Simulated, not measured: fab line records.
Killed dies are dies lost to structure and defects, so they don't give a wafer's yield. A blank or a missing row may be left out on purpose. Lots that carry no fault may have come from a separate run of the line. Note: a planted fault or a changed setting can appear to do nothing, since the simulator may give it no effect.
Chamber matching || flow gf180mcu || 4 sister chambers for GF_V2_CMP_26 on cmp-01
The step polishes, stops on SiO2, t overpolish 15 s, target thk 0 nm. 4 wafers are shown with their chamber, then 9 later ones without.

== WAFERS PAIRED WITH THEIR CHAMBERS ==
{"wafer": "L845.1", "chamber": 2, "motor-current-A (A)": 10.0}
{"wafer": "L852.3", "chamber": 1, "motor-current-A (A)": 11.1}
{"wafer": "L853.5", "chamber": 0, "motor-current-A (A)": 10.4}
{"wafer": "L853.6", "chamber": 3, "motor-current-A (A)": 10.1}

== WAFERS WITH NO CHAMBER GIVEN ==
{"wafer": "L863.1", "motor-current-A (A)": 10.0}
{"wafer": "L863.3", "motor-current-A (A)": 11.3}
{"wafer": "L863.5", "motor-current-A (A)": 9.7}
{"wafer": "L867.3", "motor-current-A (A)": 10.4}
{"wafer": "L867.4", "motor-current-A (A)": 10.1}
{"wafer": "L867.5", "motor-current-A (A)": 11.7}
{"wafer": "L868.2", "motor-current-A (A)": 10.4}
{"wafer": "L868.3", "motor-current-A (A)": 11.4}
{"wafer": "L868.4", "motor-current-A (A)": 9.0}

== WHICH CHAMBER EACH WENT THROUGH ==
{"wafer": "L863.1", "from the rows above": "can't be placed: 2 or 3 or 0", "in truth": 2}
{"wafer": "L863.3", "from the rows above": "can't be placed: 1 or 0", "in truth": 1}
{"wafer": "L863.5", "from the rows above": "can't be placed: 2 or 3 or 0", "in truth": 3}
{"wafer": "L867.3", "from the rows above": "can't be placed: 0 or 3 or 2 or 1", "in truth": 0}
{"wafer": "L867.4", "from the rows above": "can't be placed: 3 or 2 or 0", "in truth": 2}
{"wafer": "L867.5", "from the rows above": "can't be placed: 1 or 0", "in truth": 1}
{"wafer": "L868.2", "from the rows above": "can't be placed: 0 or 3 or 2 or 1", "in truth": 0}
{"wafer": "L868.3", "from the rows above": "can't be placed: 1 or 0", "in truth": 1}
{"wafer": "L868.4", "from the rows above": "can't be placed: 2 or 3 or 0", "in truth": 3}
Correctly placed: 0 of 9. Unplaceable from these rows: 9, with the true chamber sitting among the candidates in 9. 0 placed wrongly.
How it was worked out, from the rows above alone: a wafer's distance from a chamber is the root of the sum, over the readings, of the square of ((its reading less the chamber's mean) divided by the reading's scatter). If the next closest chamber is less than 2 further off than the closest, the wafer can't be placed; otherwise it belongs to the closest. The mean given for a chamber averages the wafers shown for that chamber. The scatter: root of mean squared gap, hidden wafer to nearest shown wafer, with one shown wafer a chamber.
